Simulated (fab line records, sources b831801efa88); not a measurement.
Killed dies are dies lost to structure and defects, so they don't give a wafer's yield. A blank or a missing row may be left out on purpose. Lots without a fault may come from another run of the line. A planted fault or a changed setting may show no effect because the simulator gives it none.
A struck lot beside a sound one | flow gf180mcu | 18 steps out of a route of 602
Sound: wafers L238.3, L238.5, L238.6. Struck: wafers L228.2, L228.6. (L228.1 of the same lot was not struck and is left out.) The cause comes at the end.
At each step with rows: each side's tool, then ch and its chambers, then its first start. Under that, the readings that differ: sound wafers | struck wafers | difference of the means | sigmas: that difference in standard deviations of wafers without a fault.
alike: readings whose means differ by less than 2 such deviations, and words and numbers that are the same on both sides. not compared: withheld readings, readings that some wafer has no value for, bounds like >300 that may hide the same value, and numbers for which the record gives no deviation and whose values overlap.
The two part at a step that has a row with sigmas, a row that says differs or no value, or rows on one side only. Numbers that don't overlap but have no deviation are shown without sigmas and don't part them. A reading that every wafer of one side lacks parts them only if that side has two wafers or more.

first, 2 steps without rows for these wafers: GF_CONTACT_PEB_12 (peb time 90 s); GF_CONTACT_DEVELOP_13 (develop time 60 s).
GF_CONTACT_CD_MEAS_14: target cd 220 nm.
  sound on cd_sem-01, day 21 06:42; struck on cd_sem-02, day 17 16:30
  alike: cd_nm
GF_CONTACT_OVL_MEAS_15:
  sound on overlay-01, day 21 06:47; struck on overlay-01, day 17 16:37
  alike: CONTACT_OVL
GF_CONTACT_ETCH_16: etches BARC in N2/H2.
  sound on rie_diel-04 ch 0,2,3, day 21 06:49; struck on rie_diel-04 ch 1,3, day 17 16:40
  alike: drypump_motor_current_A, oes_product_au, throttle_valve_pct
GF_CONTACT_ETCH_17: etches SiO2 in C4F8/O2/Ar, stops on CoSi2, target depth 860 nm.
  sound on rie_diel-04 ch 0,2,3; struck on rie_diel-04 ch 1,3
  alike: oes_product_au
GF_CONTACT_STRIP_18: strips in O2/N2.
  sound on plasma_asher-01 ch 0,1, day 21 07:01; struck on plasma_asher-02 ch 0, day 17 16:49
  alike: drypump_motor_current_A, heater_power_w, oes_product_au, platen_temp_c
  not compared: rf_hours_counter_h
then, 3 steps without rows for these wafers: GF_CONTACT_CLEAN_19 (cleans in SPM); GF_CONTACT_CLEAN_20 (cleans in DIW); GF_CONTACT_CLEAN_21 (cleans in dHF, time 20 s).
GF_CONTACT_SPUTTER_22: material Ti, target thk 15 nm, time 80.02 s.
  sound on pvd_sputter-03, day 21 07:18; struck on pvd_sputter-04, day 17 17:07
  alike: throttle_valve_pct
GF_CONTACT_SPUTTER_23: material TiN, target thk 10 nm, time 40 s.
  sound on pvd_sputter-03, day 21 07:22; struck on pvd_sputter-04, day 17 17:11
  alike: throttle_valve_pct
GF_CONTACT_CVD_24: deposits W, target thk 300 nm, time 90.339 s.
  sound on cvd_w-02 ch 0,1, day 21 07:26; struck on cvd_w-02 ch 1, day 17 17:13
  reading                               | sound                | struck        | difference | sigmas
  susceptor_temp_C (C)                  | 399.77 399.88 399.63 | 378.07 377.97 | -21.74     | -99
  model.W_of_CONTACT_CVD_24.thk_nm (nm) | 297.7 304.9 295.8    | 195 197.4     | -103       |
  alike: heater_power_w
GF_CONTACT_RS_MEAS_25: measures by four-point-probe.
  sound on film_metro-01, day 21 07:32; struck on film_metro-01, day 17 17:19
  reading               | sound             | struck      | difference | sigmas
  CONTACT_W_RS (ohm/sq) | 0.386 0.376 0.389 | 0.592 0.585 | +0.205     | +38
GF_CONTACT_THK_MEAS_26: measures by xrf.
  sound on film_metro-01, day 21 07:38; struck on film_metro-01, day 17 17:26
  reading            | sound       | struck  | difference | sigmas
  CONTACT_W_THK (nm) | 302 308 300 | 196 198 | -106       | -23
GF_CONTACT_CMP_27: polishes, stops on SiO2, t overpolish 15 s, target thk 0 nm.
  sound on cmp-01 ch 0,3, day 21 07:41; struck on cmp-01 ch 2,3, day 17 17:36
  reading                      | sound             | struck      | difference | sigmas
  retaining_ring_pressure_frac | 1.005 1.008 1.012 | 1.002 0.989 | -0.013     | -2
  time_to_endpoint_s (s)       | 67 67 68          | 44 46       | -22        | -5
  alike: motor_current_A, slurry_filter_dp_kPa
then, 1 step without rows for these wafers: GF_M1_SPUTTER_00 (material Ti, target thk 37.5 nm, time 150 s).
-- the record jumps here: 13 days lie between the struck wafers' starts before and after (it left off in module M1 and takes up again in module PASSIVATION, whose first step shown is number 602 of the route) --
GF_PASSIVATION_PROBE_99:
  the record has rows for the struck wafers here (prober-02, day 30 08:32) and none for the sound ones

WHERE THEY PART
First at GF_CONTACT_CVD_24; last, within this record, at GF_PASSIVATION_PROBE_99.

WHY: what the simulator had put in
Process parameter drift: cvd_w-02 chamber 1, from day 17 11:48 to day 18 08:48, at GF_CONTACT_CVD_24. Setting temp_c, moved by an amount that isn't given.
